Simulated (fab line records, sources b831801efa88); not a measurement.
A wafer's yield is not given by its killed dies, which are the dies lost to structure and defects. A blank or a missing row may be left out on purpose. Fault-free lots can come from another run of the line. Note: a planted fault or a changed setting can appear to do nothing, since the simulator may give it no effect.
fab line records	flow sky130
record: lots: 10	wafers: 30	last_day: 50
route steps=708 shown LOCAL_INTERCONNECT@398 CONTACT@410 METAL1@453 PAD_OPEN@708
lots that met no fault: from a run of the same line without faults
start_h: hours from the record's opening day to when the first of the lot's shown wafers began	wait_h: time in hours since the lot's previous step	" as in the row above	L1.1+2: several wafers, shown together as one row	- no value present, or no start provided	* or withheld: withheld	< > ~ a bound
route shown NAME@n: names a module that has steps shown in the file, with the first one's number in the route	usual: the fault-free wafers' mean and standard deviation	same: alike in all rows	chamber/n: place in a boat	sites: the reading at each site	_std_site: standard deviation of those values	_edge_site: inner sites' mean taken away from outer sites' mean	radius_mm: for every site, how far away it sits from the centre of the wafer	mask NAME#n: copy n	behind: tool/chamber where the wafer was last shaped	hold: why the lot went on hold/how many hours it stayed there/how the hold came to an end	device: which transistor (n, p or np) failed to switch	end of line: the tests these same wafers got at the end of their route	a step without rows: its recipe alone	killed: dies lost to structure and defects at the first sort, not the wafer's yield	map: dies across one wafer; x = killed, . = not, _ = none there
set.NAME: the run value of the setting; set.NAME@STEP: its run value at that earlier step	model.NAME: the simulator's own value behind a step, which no gauge read
the route's steps for a sample of lots (tables are steps, rows are wafers)
services: from which hour (start_h, from the record's first day; less than 0 if before it) a tool's chamber was out of use, for how many hours, and why
== steps ==
step: SKY_LOCAL_INTERCONNECT_CD_MEAS_11
recipe: target_cd_nm: 170
usual: cd_nm: 170.0/1.5
lot.wafer	tool	chamber	start_h	wait_h	cd_nm
L918.1	cd_sem-01	-	704.93	-	170.2
L918.4	"	-	"	"	170.2
L918.6	"	-	"	"	170.8
L919.4	cd_sem-01	-	723.63	-	168.7
L919.5	"	-	"	"	169.8
L919.6	"	-	"	"	170.9
L923.1	cd_sem-02	-	750.64	-	169.6
L923.3	"	-	"	"	169.7
L923.6	"	-	"	"	169.2
L925.2	cd_sem-01	-	760.01	-	167.4
L925.4	"	-	"	"	165.7
L925.6	"	-	"	"	168.2
L926.2	cd_sem-02	-	764.46	-	169.9
L926.4	"	-	"	"	169.7
L926.5	"	-	"	"	169.5
L930.1	cd_sem-02	-	792.72	-	172.9
L930.3	"	-	"	"	173.2
L930.4	"	-	"	"	173.3
L932.3	cd_sem-01	-	809.98	-	170.1
L932.4	"	-	"	"	169.5
L932.5	"	-	"	"	169.3
L938.1	cd_sem-01	-	857.49	-	169.5
L938.2	"	-	"	"	169.3
L938.4	"	-	"	"	170.3
L939.1	cd_sem-02	-	866.79	-	169.4
L939.4	"	-	"	"	168.5
L939.5	"	-	"	"	167.9
L941.2	cd_sem-02	-	879.51	-	170.7
L941.4	"	-	"	"	171.4
L941.5	"	-	"	"	171.0
step: SKY_CONTACT_CMP_04
recipe: material: SiO2	down_force_psi: 4	platen_rpm: 60	pad_velocity_m_s: 0.94248
usual: head_pressure_psi: 4.001/0.0082	motor_current_A: 12.1/1.4	time_to_endpoint_s: 84/4.1
lot.wafer	tool	chamber	start_h	wait_h	head_pressure_psi	motor_current_A	time_to_endpoint_s
L918.1	cmp-01	2	706.14	0.1	4.001	11.1	83
L918.4	"	3	"	"	4.010	11.2	89
L918.6	"	0	"	"	3.997	11.7	94
L919.4	cmp-01	3	724.73	0.1	3.995	10.3	90
L919.5	"	2	"	"	3.988	10.5	87
L919.6	"	3	"	"	3.995	10.9	97
L923.1	cmp-01	3	751.98	0.3	4.001	10.8	87
L923.3	"	0	"	"	4.009	12.1	84
L923.6	"	2	"	"	4.000	10.9	85
L925.4	cmp-01	2	761.43	0.3	4.017	10.7	77
L925.2	"	1	"	"	3.994	12.0	82
L925.6	"	3	"	"	3.999	10.4	88
L926.2	cmp-01	3	765.65	0.0	3.991	11.2	80
L926.4	"	0	"	"	4.008	11.7	77
L926.5	"	0	"	"	4.006	11.9	82
L930.1	cmp-02	2	793.84	0.1	4.013	12.8	85
L930.3	"	0	"	"	3.998	13.6	86
L930.4	"	1	"	"	4.006	11.4	85
L932.3	cmp-02	2	811.46	0.0	4.000	12.7	75
L932.4	"	1	"	"	3.997	11.9	84
L932.5	"	2	"	"	4.000	12.9	79
L938.1	cmp-02	1	858.59	0.1	3.999	12.1	89
L938.4	"	2	"	"	4.003	13.0	78
L938.2	"	3	"	"	3.996	15.1	87
L939.4	cmp-01	1	867.96	0.1	3.990	11.3	88
L939.1	"	2	"	"	3.994	11.0	81
L939.5	"	0	"	"	3.994	11.7	81
L941.2	cmp-01	1	880.73	0.1	3.992	11.9	90
L941.4	"	2	"	"	3.993	10.5	73
L941.5	"	0	"	"	3.997	12.6	86
step: SKY_CONTACT_ETCH_18
recipe: target: Si3N4	chemistry: CHF3/O2	stop_on: TiN	source_w: 600	bias_w: 200	pressure_mtorr: 40	chf3_flow_sccm: 50	O2_flow_sccm: 5	time_s: 39	target_depth_a: 750
usual: O2_flow_sccm: 4.999/0.016	drypump_motor_current_A: 5.8/0.57	oes_product_au: 0.856/0.0081	rf_fwd_power_W: 593.6/2.7	throttle_valve_pct: 8.793/0.009
lot.wafer	tool	chamber	start_h	wait_h	O2_flow_sccm	drypump_motor_current_A	oes_product_au	rf_fwd_power_W	rf_hours_counter_h	throttle_valve_pct
L918.1	rie_diel-02	0	-	-	5.010	5.8	0.853	592.9	1	8.782
L918.4	"	3	"	"	5.012	5.9	0.850	591.0	12	8.789
L918.6	"	3	"	"	4.983	5.9	0.860	590.8	-	8.798
L919.4	rie_diel-04	0	-	-	5.010	6.8	0.869	594.8	5	8.801
L919.5	"	3	"	"	4.989	5.0	0.862	596.9	-	8.790
L919.6	"	2	"	"	5.007	5.6	0.867	586.2	-	8.797
L923.1	rie_diel-04	1	-	-	5.004	5.2	0.855	598.1	9	8.806
L923.3	"	2	"	"	4.987	5.6	0.854	589.8	20	8.792
L923.6	"	3	"	"	5.013	5.0	0.866	592.0	-	8.799
L925.2	rie_diel-03	3	-	-	5.022	5.6	0.853	593.2	7	8.790
L925.4	"	1	"	"	4.971	5.9	0.858	595.5	3	8.789
L925.6	"	3	"	"	5.003	5.6	0.868	594.0	-	8.802
L926.2	rie_diel-04	2	-	-	4.996	5.6	0.847	591.1	20	8.784
L926.4	"	3	"	"	5.000	5.0	0.857	593.8	3	8.787
L926.5	"	0	"	"	4.998	6.8	0.853	594.3	-	8.805
L930.1	rie_diel-03	1	-	-	5.016	5.9	0.870	597.0	4	8.800
L930.3	"	0	"	"	4.997	6.4	0.858	592.5	11	8.812
L930.4	"	2	"	"	5.008	5.6	0.859	591.7	11	8.785
L932.3	rie_diel-03	0	-	-	5.012	6.4	0.863	591.5	12	8.791
L932.4	"	3	"	"	4.994	5.6	0.862	594.3	8	8.797
L932.5	"	2	"	"	5.018	5.6	0.857	593.3	-	8.785
L938.1	rie_diel-04	2	-	-	5.009	5.6	0.847	590.8	23	8.805
L938.2	"	3	"	"	5.004	5.0	0.840	594.5	6	8.785
L938.4	"	0	"	"	4.966	6.8	0.850	594.3	-	8.799
L939.1	rie_diel-04	0	-	-	4.996	6.8	0.850	596.8	10	8.788
L939.4	"	1	"	"	4.971	5.2	0.855	597.8	11	8.786
L939.5	"	2	"	"	5.018	5.6	0.854	591.3	-	8.784
L941.2	rie_diel-04	1	-	-	4.992	5.2	0.854	595.8	12	8.791
L941.4	"	3	"	"	5.008	5.0	0.874	590.6	7	8.799
L941.5	"	0	"	"	4.968	6.8	0.871	593.9	-	8.790
step: SKY_METAL1_METAL_ETCH_19
recipe: target_depth_a: 3600	stop_on: SiO2	over_etch_frac: 0.3	time_s: 78	chemistry: Cl2/BCl3	resist_sidewall_deg: 88	pressure_mtorr: 10	icp_w: 900	bias_w: 48.5	Cl2_flow_sccm: 60	bcl3_flow_sccm: 30
usual: drypump_motor_current_A: 5.62/0.13	oes_product_au: 0.854/0.0061	rf_fwd_power_W: 894/3.4	throttle_valve_pct: 22.264/0.0094
lot.wafer	tool	chamber	start_h	wait_h	drypump_motor_current_A	oes_product_au	rf_fwd_power_W	rf_hours_counter_h	throttle_valve_pct
L918.1	rie_metal-01	1	764.13	0.0	5.43	0.851	895	14	22.256
L918.4	"	1	"	"	5.41	0.857	896	-	22.269
L918.6	"	1	"	"	5.43	0.855	895	-	22.255
L919.4	rie_metal-01	0	780.71	0.1	5.57	0.846	893	-	22.255
L919.5	"	0	"	"	5.57	0.844	895	-	22.257
L919.6	"	0	"	"	5.57	0.843	895	-	22.260
L923.1	rie_metal-01	0	807.89	0.0	5.54	0.845	898	6	22.267
L923.3	"	0	"	"	5.57	0.860	899	-	22.263
L923.6	"	1	"	"	5.42	0.850	894	-	22.253
L925.2	rie_metal-01	1	815.88	0.0	5.42	0.847	888	1	22.255
L925.4	"	1	"	"	5.45	0.853	885	-	22.275
L925.6	"	0	"	"	5.56	0.853	895	-	22.259
L926.2	rie_metal-01	1	820.87	0.0	5.40	0.857	900	1	22.247
L926.4	"	1	"	"	5.40	0.855	896	-	22.270
L926.5	"	1	"	"	5.42	0.849	894	-	22.279
L930.1	rie_metal-04	0	849.13	0.0	5.71	0.853	899	16	22.258
L930.3	"	1	"	"	5.74	0.847	889	-	22.272
L930.4	"	0	"	"	5.73	0.849	899	-	22.275
L932.3	rie_metal-01	1	865.82	0.1	5.42	0.846	751	-	22.273
L932.4	"	0	"	"	5.55	0.854	895	-	22.273
L932.5	"	1	"	"	5.42	0.848	751	-	22.261
L938.1	rie_metal-04	0	912.33	0.0	5.71	0.852	894	2	22.294
L938.2	"	1	"	"	5.74	0.859	894	16	22.266
L938.4	"	1	"	"	5.73	0.849	897	-	22.253
L939.1	rie_metal-04	0	921.44	0.0	5.72	0.860	899	2	22.257
L939.4	"	0	"	"	5.70	0.858	901	-	22.265
L939.5	"	0	"	"	5.74	0.849	900	-	22.266
L941.2	rie_metal-04	1	933.37	0.0	5.74	0.867	893	17	22.254
L941.4	"	1	"	"	5.74	0.857	893	-	22.277
L941.5	"	1	"	"	5.74	0.856	890	-	22.262
step: SKY_METAL1_STRIP_20
recipe: chemistry: O2/N2	power_w: 1400	pressure_mtorr: 1500	platen_temp_c: withheld	o2_flow_sccm: 3000	n2_flow_sccm: 300	overash_fraction: 0.5
usual: drypump_motor_current_A: 5.63/0.23	oes_product_au: 0.344/0.0057	strip_time_to_endpoint_s: 2.72/0.076
lot.wafer	tool	chamber	start_h	wait_h	drypump_motor_current_A	oes_product_au	rf_hours_counter_h	strip_time_to_endpoint_s
L918.1	plasma_asher-01	0	764.22	0.1	5.44	0.350	2	2.71
L918.4	"	1	"	"	5.95	0.343	-	2.69
L918.6	"	1	"	"	5.99	0.339	-	2.71
L919.4	plasma_asher-04	0	780.83	0.1	5.70	0.342	-	2.72
L919.5	"	1	"	"	5.40	0.345	-	2.69
L919.6	"	0	"	"	5.69	0.338	-	2.69
L923.1	plasma_asher-01	1	807.98	0.1	5.96	0.345	6	2.74
L923.3	"	0	"	"	5.45	0.341	-	2.73
L923.6	"	0	"	"	5.47	0.348	-	2.85
L925.2	plasma_asher-02	1	815.97	0.1	5.58	0.348	100	2.84
L925.4	"	0	"	"	5.38	0.346	-	2.87
L925.6	"	1	"	"	5.58	0.344	-	2.77
L926.2	plasma_asher-01	1	820.96	0.1	5.98	0.347	8	2.75
L926.4	"	0	"	"	5.46	0.355	-	2.79
L926.5	"	0	"	"	5.45	0.337	-	2.79
L930.1	plasma_asher-04	0	849.22	0.1	5.70	0.340	74	2.74
L930.3	"	0	"	"	5.69	0.347	-	2.78
L930.4	"	1	"	"	5.46	0.348	-	2.70
L932.3	plasma_asher-04	0	865.92	0.1	5.67	0.364	-	3.16
L932.4	"	1	"	"	5.42	0.337	-	2.74
L932.5	"	0	"	"	5.64	0.361	-	3.16
L938.1	plasma_asher-01	1	912.42	0.1	5.97	0.341	17	2.61
L938.2	"	0	"	"	5.46	0.349	17	2.80
L938.4	"	1	"	"	5.98	0.350	-	2.79
L939.1	plasma_asher-04	0	921.53	0.1	5.68	0.347	79	2.63
L939.4	"	0	"	"	5.69	0.336	-	2.61
L939.5	"	1	"	"	5.42	0.343	-	2.64
L941.2	plasma_asher-01	0	933.46	0.1	5.46	0.350	19	2.76
L941.4	"	0	"	"	5.47	0.339	-	2.77
L941.5	"	1	"	"	6.00	0.349	-	2.78
step: SKY_PAD_OPEN_PROBE_99
usual: defect_limited_yield: 81.9/2	killed_at_M0_to_M3: 43/6.5	killed_at_M4_up: 3.2/1.8	killed_at_contacts: 26/5.2	killed_at_front_end: 16/4.8	killed_at_other: 0.3/0.6	killed_dies: 89/9.6	killed_open: 48/7.1	killed_short: 40/6.4	sort_bin_3_pad_short: 0.9/0.37	sort_bin_5_function: 10.7/1.4	sort_bin_6_memory: 6.5/1.2	sort_n_pass: 403/9.6	sort_yield_pct: 81.9/2
same: gross_dies: 492	killed_at_back_side: 0	sort_bin_4_leakage[%]: 0	sort_bin_8_speed[%]: 0
lot.wafer	tool	chamber	start_h	wait_h	defect_limited_yield[%]	killed_at_M0_to_M3	killed_at_M4_up	killed_at_contacts	killed_at_front_end	killed_at_other	killed_dies	killed_open	killed_short	sort_bin_3_pad_short[%]	sort_bin_5_function[%]	sort_bin_6_memory[%]	sort_n_pass	sort_yield_pct[%]
L932.3	prober-01	-	1154.16	0.2	79.1	56	4	32	11	0	103	56	46	1.0	14.4	5.5	389	79.1
killed by level:class
L932.3 VIA1:geometric_particle:open=13 CONTACT:geometric_particle:open=12 METAL1:geometric_particle:short=9 LOCAL_INTERCONNECT:geometric_particle:short=7 VIA1:geometric_particle:short=7 VIA3:geometric_particle:open=7 VIA2:geometric_particle:open=7 LI_CONTACT:geometric_particle:open=6
== services ==
tool	chamber	start_h	hours	kind
cmp-02	-	689.82	7.6	pm
rie_diel-03	0	701.01	3.1	repair
cmp-02	-	705.61	0.2	repair
cmp-01	-	706.94	3.7	repair
rie_diel-04	3	712.88	3.7	repair
plasma_asher-01	-	733.75	9.0	pm
cmp-01	-	739.67	1.3	repair
cmp-01	-	744.00	4.0	pm
rie_diel-03	2	744.21	15.2	repair
rie_metal-04	0	746.11	5.9	repair
cmp-02	-	754.97	1.1	repair
cmp-02	-	755.76	4.1	repair
rie_diel-03	2	779.88	4.0	repair
plasma_asher-04	-	796.39	1.3	repair
plasma_asher-01	-	801.57	1.6	repair
plasma_asher-04	-	807.98	0.5	repair
rie_diel-03	0	808.15	3.3	repair
rie_diel-04	-	852.17	2.8	pm
rie_diel-04	1	857.42	30.1	repair
rie_metal-04	-	861.35	2.0	repair
plasma_asher-04	-	901.04	14.6	pm
rie_metal-01	-	901.46	0.3	repair
rie_metal-04	-	917.03	1.4	pm
plasma_asher-01	-	930.95	2.0	repair
== key ==
first_sign: step: SKY_METAL1_METAL_ETCH_19	reading: rf_fwd_power_W	direction: down	sigmas: 42	usual: 894	struck: 751
effect: step: SKY_METAL1_STRIP_20	reading: strip_time_to_endpoint_s	direction: up	sigmas: 5.7	usual: *	struck: *
met_at SKY_METAL1_METAL_ETCH_19
struck_lots L932
struck_wafers L932.3,L932.5
not_acting_at SKY_LOCAL_INTERCONNECT_CD_MEAS_11,SKY_CONTACT_CMP_04,SKY_CONTACT_ETCH_18
onset_between 820.87 865.82
fault: kind: process_parameter_drift	tool: rie_metal-01	chamber: 1	onset_h: 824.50	steps: SKY_METAL1_METAL_ETCH_19	channel: icp_w	offset: -144	shape: step	end_h: 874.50	acts_in: these_recipes_only	stated: 900
